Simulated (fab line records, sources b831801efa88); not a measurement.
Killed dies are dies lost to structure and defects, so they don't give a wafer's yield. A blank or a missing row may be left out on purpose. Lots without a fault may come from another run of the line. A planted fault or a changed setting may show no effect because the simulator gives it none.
Tool commonality check | flow sky130 | 10 lots, 30 wafers sampled

WHY IT WAS OPENED
At SKY_METAL5_RS_MEAS_05 the reading METAL5_ALCU_RS is flagged on 2 of 10 lots. Wafers without a fault read 0.02709 ohm/sq, standard deviation 0.00025.
Rule: a lot is flagged when every wafer of it that has a number lies more than 4 standard deviations from that mean, or none has a number. The other lots count as sound.

lot  | measured     | on            | METAL5_ALCU_RS (ohm/sq), wafer by wafer | flag
L505 | day 42 13:35 | film_metro-01 | 0.02707 0.02698 0.02697                 |
L506 | day 43 00:12 | film_metro-02 | 0.02713 0.02713 0.02733                 |
L508 | day 44 07:52 | film_metro-03 | 0.02667 0.02694 0.02716                 |
L514 | day 45 02:17 | film_metro-01 | 0.02681 0.02687 0.02675                 |
L517 | day 46 08:32 | film_metro-03 | 8.7646 8.8064 8.8229                    | FLAGGED
L518 | day 46 11:47 | film_metro-02 | 8.6569 8.549 8.6495                     | FLAGGED
L526 | day 48 04:00 | film_metro-03 | 0.02737 0.02697 0.02729                 |
L525 | day 48 05:36 | film_metro-03 | 0.02688 0.02678 0.02665                 |
L527 | day 48 08:50 | film_metro-02 | 0.02691 0.02669 0.02639                 |
L528 | day 48 11:53 | film_metro-03 | 0.02705 0.02673 0.02686                 |
The numbers of the flagged lots are 8.70822 ohm/sq on average: +8.68113 ohm/sq against the usual, or +99 or more standard deviations.

WHICH TOOL RAN EACH LOT
The record holds 1 process step before the reading, out of a route of 708 steps. In each cell: the tool, then ch and the chambers that the sampled wafers went through, then the start.
lot  | flag    | SKY_METAL5_SPUTTER_02
L505 |         | pvd_sputter-03, day 42 13:28
L506 |         | pvd_sputter-04, day 43 00:05
L508 |         | pvd_sputter-02, day 44 07:44
L514 |         | pvd_sputter-02, day 45 02:10
L517 | FLAGGED | pvd_sputter-03, day 46 08:21
L518 | FLAGGED | pvd_sputter-03, day 46 11:40
L526 |         | pvd_sputter-03, day 48 03:52
L525 |         | pvd_sputter-03, day 48 05:26
L527 |         | pvd_sputter-03, day 48 08:43
L528 |         | pvd_sputter-03, day 48 11:44
What these steps do:
- SKY_METAL5_SPUTTER_02: material AlCu, target thk 1150 nm, time 61.2 s.
- SKY_METAL5_RS_MEAS_05: measures by four-point-probe.

FLAGGED OVER TOTAL, TOOL BY TOOL (the gauges that took the reading come last)
step                  | tool           | lots run | flagged | share of the flagged lots | sound lots run after its first flagged lot
SKY_METAL5_SPUTTER_02 | pvd_sputter-02 | 2        | 0       | none                      | -
SKY_METAL5_SPUTTER_02 | pvd_sputter-03 | 7        | 2       | all                       | 4 (L526,L525,L527,L528)
SKY_METAL5_SPUTTER_02 | pvd_sputter-04 | 1        | 0       | none                      | -
SKY_METAL5_RS_MEAS_05 | film_metro-01  | 2        | 0       | none                      | -
SKY_METAL5_RS_MEAS_05 | film_metro-02  | 3        | 1       | some                      | 1 (L527)
SKY_METAL5_RS_MEAS_05 | film_metro-03  | 5        | 1       | some                      | 3 (L526,L525,L528)

WHAT THE TABLE ALLOWS
1 row of the table ran every flagged lot: pvd_sputter-03 at SKY_METAL5_SPUTTER_02.
- pvd_sputter-03 at SKY_METAL5_SPUTTER_02: 2 of its 7 lots flagged. Sound lots ran on it after the first flagged one (L526, L525, L527, L528), which a lasting fault on the whole tool wouldn't allow. On the flagged lots its readings are blank where sound lots have values: cathode_dc_power_W, chamber_pressure_pa, throttle_valve_pct.
No row of the table ran every flagged lot and no sound lot after the first.

WHAT THE SIMULATOR HAD PUT IN
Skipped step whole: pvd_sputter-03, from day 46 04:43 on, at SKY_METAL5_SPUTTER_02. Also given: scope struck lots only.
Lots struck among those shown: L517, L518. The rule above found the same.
